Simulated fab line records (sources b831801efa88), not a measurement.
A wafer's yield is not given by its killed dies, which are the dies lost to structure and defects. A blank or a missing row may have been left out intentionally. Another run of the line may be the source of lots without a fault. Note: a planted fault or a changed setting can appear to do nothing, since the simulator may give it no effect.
Chamber matching ; flow sky130 ; 4 sister chambers for SKY_VIA1_CMP_24 on cmp-01
The step polishes, stops on SiO2, t overpolish 15 s, target thk 0 nm. 4 wafers are shown with their chamber, then 9 later ones without.

== WAFERS PAIRED WITH THEIR CHAMBERS ==
wafer;chamber;motorCurrentA (A)
L108.6;2;10.2
L114.2;3;9.8
L114.5;0;9.5
L114.6;1;9.6

== WAFERS MISSING THEIR CHAMBER ==
wafer;motorCurrentA (A)
L118.4;10.4
L118.5;10.1
L118.6;9.8
L117.2;8.6
L117.4;10.1
L117.5;9.9
L122.4;9.9
L122.5;11.1
L122.6;9.2

== EACH ONE'S CHAMBER ==
wafer;from the rows above;in truth
L118.4;can't be placed: 2 or 3 or 1 or 0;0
L118.5;can't be placed: 2 or 3 or 1 or 0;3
L118.6;can't be placed: 3 or 1 or 0 or 2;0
L117.2;can't be placed: 0 or 1 or 3 or 2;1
L117.4;can't be placed: 2 or 3 or 1 or 0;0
L117.5;can't be placed: 3 or 2 or 1 or 0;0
L122.4;can't be placed: 3 or 2 or 1 or 0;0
L122.5;can't be placed: 2 or 3 or 1 or 0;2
L122.6;can't be placed: 0 or 1 or 3 or 2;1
0 of 9 placed correctly. Cannot be placed on the basis of these rows: 9; the candidates contain the true chamber in 9. 0 placed wrongly.
How it was worked out, from the rows above alone: a wafer's distance from a chamber is the root of the sum, over the readings, of the square of ((its reading less the chamber's mean) divided by the reading's scatter). The wafer belongs to the nearest chamber; if the next one is less than 2 further off, it can't be placed. The mean given for a chamber averages the wafers shown for that chamber. The scatter: with one shown wafer a chamber, the root of the mean of the squares of how far each hidden wafer lies from its nearest shown one.
